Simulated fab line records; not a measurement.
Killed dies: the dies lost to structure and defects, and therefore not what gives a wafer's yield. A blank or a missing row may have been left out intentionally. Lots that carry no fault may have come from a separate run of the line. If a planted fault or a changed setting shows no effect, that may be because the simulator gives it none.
Which tool was responsible? | flow gf180mcu | 13 lots, 39 wafers sampled, at 4 steps of a route of 602

== WHAT EACH GAUGE READ, for each wafer ==
GF_V4_THK_MEAS_25: measures by xrf. Usual: for V4_W_THK the level is 336 nm and the standard deviation is 4.6.
lot  | measured     | on            | V4_W_THK (nm) | flag
L544 | day 24 18:50 | film metro-04 | 335 339 338   |
L546 | day 25 06:38 | film metro-01 | 330 324 327   |
L547 | day 25 08:23 | film metro-02 | 330 333 336   |
L545 | day 25 10:05 | film metro-01 | 327 337 341   |
L548 | day 26 00:25 | film metro-04 | 331 331 331   |
L549 | day 26 04:38 | film metro-01 | 332 334 333   |
L550 | day 26 20:19 | film metro-04 | 343 341 338   |
L553 | day 27 09:25 | film metro-02 | 339 343 340   |
L559 | day 29 04:54 | film metro-02 | 340 338 344   |
L561 | day 29 23:35 | film metro-01 | 336 327 329   |
L563 | day 30 10:55 | film metro-01 | 336 337 338   |
L564 | day 30 16:23 | film metro-01 | 334 336 331   |
L565 | day 30 18:23 | film metro-02 | 327 340 326   |

GF_V5_THK_MEAS_01. Usual: for V5_CVD_00_THK the level is 298 nm and the standard deviation is 3.2.
lot  | measured     | on            | V5_CVD_00_THK (nm) | flag
L544 | day 26 15:28 | film metro-04 | 297 295 290        |
L546 | day 27 03:06 | film metro-03 | 301 297 301        |
L547 | day 27 04:04 | film metro-03 | 294 294 294        |
L545 | day 27 05:01 | film metro-03 | 296 296 295        |
L548 | day 27 19:15 | film metro-03 | 295 301 301        |
L549 | day 27 22:42 | film metro-01 | 294 290 290        |
L550 | day 28 14:14 | film metro-03 | 297 297 298        |
L553 | day 29 03:26 | film metro-03 | 298 298 297        |
L559 | day 30 20:02 | film metro-03 | 296 294 298        |
L561 | day 31 13:02 | film metro-01 | 298 298 300        |
L563 | day 31 22:54 | film metro-04 | 295 297 298        |
L564 | day 32 04:31 | film metro-04 | 302 300 300        |
L565 | day 32 05:53 | film metro-01 | 296 291 294        |

== TOOL THAT RAN EACH LOT (tool first, then ch and the chambers of the sampled wafers, then the start) ==
lot  | GF_V4_CMP_26                  | GF_M5_SOFTBAKE_03
L544 | cmp-01 ch 0,1,3, day 24 19:01 | litho track-02 ch 0, day 26 03:43
L546 | cmp-01 ch 0,1,3, day 25 06:44 | litho track-04 ch 0, day 26 16:04
L547 | cmp-01 ch 0,1,2, day 25 08:26 | litho track-04 ch 0, day 26 16:58
L545 | cmp-01 ch 0,3, day 25 10:11   | litho track-01 ch 0, day 26 18:31
L548 | cmp-02 ch 0,2,3, day 26 00:29 | litho track-04 ch 0, day 27 08:04
L549 | cmp-02 ch 2,3, day 26 04:41   | litho track-01 ch 0, day 27 11:31
L550 | cmp-01 ch 1,2,3, day 26 20:31 | litho track-02 ch 0, day 28 03:37
L553 | cmp-01 ch 0,3, day 27 09:31   | litho track-04 ch 0, day 28 17:10
L559 | cmp-02 ch 1,2,3, day 29 05:11 | litho track-04 ch 0, day 30 10:19
L561 | cmp-02 ch 0,1,3, day 29 23:41 | litho track-04 ch 0, day 31 04:13
L563 | cmp-02 ch 1,2,3, day 30 11:16 | litho track-02 ch 0, day 31 14:16
L564 | cmp-02 ch 0,2, day 30 16:26   | litho track-02 ch 0, day 31 19:35
L565 | cmp-02 ch 0,1,3, day 30 18:27 | litho track-01 ch 0, day 31 20:37
- GF_V4_CMP_26: polishes, stops on SiO2, t overpolish 15 s, target thk 0 nm.
- GF_M5_SOFTBAKE_03: time 60 s.

== WHAT THE TOOLS THEMSELVES READ (means of the sampled wafers that have a number; where no wafer has one, the mark that the record gives instead) ==
GF_V4_CMP_26. Usual: edge zone pressure frac 1.001, standard deviation 0.0048; motor current A 12.2 A, standard deviation 2.1; overpolish run s 15.000 s, standard deviation 0.0087; time to endpoint s 89 s, standard deviation 5.4.
lot  | tool   | edge zone pressure frac | motor current A (A) | overpolish run s (s) | time to endpoint s (s) | flag
L544 | cmp-01 | 1.007                   | 11.4                | 15.006               | 86                     |
L546 | cmp-01 | 0.997                   | 11.7                | 15.003               | 81                     |
L547 | cmp-01 | 0.999                   | 11.5                | 14.999               | 82                     |
L545 | cmp-01 | 1.002                   | 11.4                | 14.999               | 82                     |
L548 | cmp-02 | 1.001                   | 13.8                | 14.993               | 88                     |
L549 | cmp-02 | 1.003                   | 14.5                | 15.002               | 90                     |
L550 | cmp-01 | 1.004                   | 11.9                | 15.009               | 82                     |
L553 | cmp-01 | 0.997                   | 11.7                | 15.000               | 81                     |
L559 | cmp-02 | 1.001                   | 12.5                | 15.009               | 94                     |
L561 | cmp-02 | 1.002                   | 11.9                | 15.004               | 90                     |
L563 | cmp-02 | 1.002                   | 12.3                | 14.999               | 90                     |
L564 | cmp-02 | 0.998                   | 14.3                | 15.004               | 93                     |
L565 | cmp-02 | 0.996                   | 12.0                | 14.995               | 90                     |

GF_M5_SOFTBAKE_03. Usual: 89.21 s for run length s, sd 0.22.
lot  | tool           | run length s (s) | flag
L544 | litho track-02 | 89.36            |
L546 | litho track-04 | 89.03            |
L547 | litho track-04 | 89.01            |
L545 | litho track-01 | 89.33            |
L548 | litho track-04 | 88.95            |
L549 | litho track-01 | 89.34            |
L550 | litho track-02 | 89.31            |
L553 | litho track-04 | 88.89            |
L559 | litho track-04 | 97.37            | OFF
L561 | litho track-04 | 97.18            | OFF
L563 | litho track-02 | 89.40            |
L564 | litho track-02 | 89.40            |
L565 | litho track-01 | 89.26            |

== THE ANSWER, worked out from the rows above alone ==
Rule: lot off if the mean of its wafers having a number is beyond 3 standard deviations from the usual mean. A lot without any number at a reading at which 4 lots or more have one is off too. Where the step has rows for the other lots, those lots are counted as sound. The gauges are gone through in route order, then the tools' own readings, and for those a lot's mean is taken as printed above. The first step at which some lot is off is used, and at that step the reading that is off furthest; a lot without a number counts as furthest.
Off: L559, L561, at GF_M5_SOFTBAKE_03 (run length s).
A tool fits if, at that step or a process step before it, it ran every lot that is off, and no sound lot after the first of them. One fits: GF_M5_SOFTBAKE_03 on litho track-04. A fault onset in the window from L553 (day 28 17:10, its last sound lot) to L559 (day 30 10:19, its first lot off) fits.
On the lots that are off, the tool's own readings at GF_M5_SOFTBAKE_03 differ by more than 5 times the standard deviation of the sound lots' means, which bears it out; run length s reads 97.28 s there versus 89.21 s on the sound lots.

== WHAT THE SIMULATOR HAD PUT IN ==
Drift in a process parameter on litho track-04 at GF_M5_SOFTBAKE_03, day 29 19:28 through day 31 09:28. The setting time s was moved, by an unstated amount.
Struck lots among those shown: L559, L561. The rule given above showed the same thing.
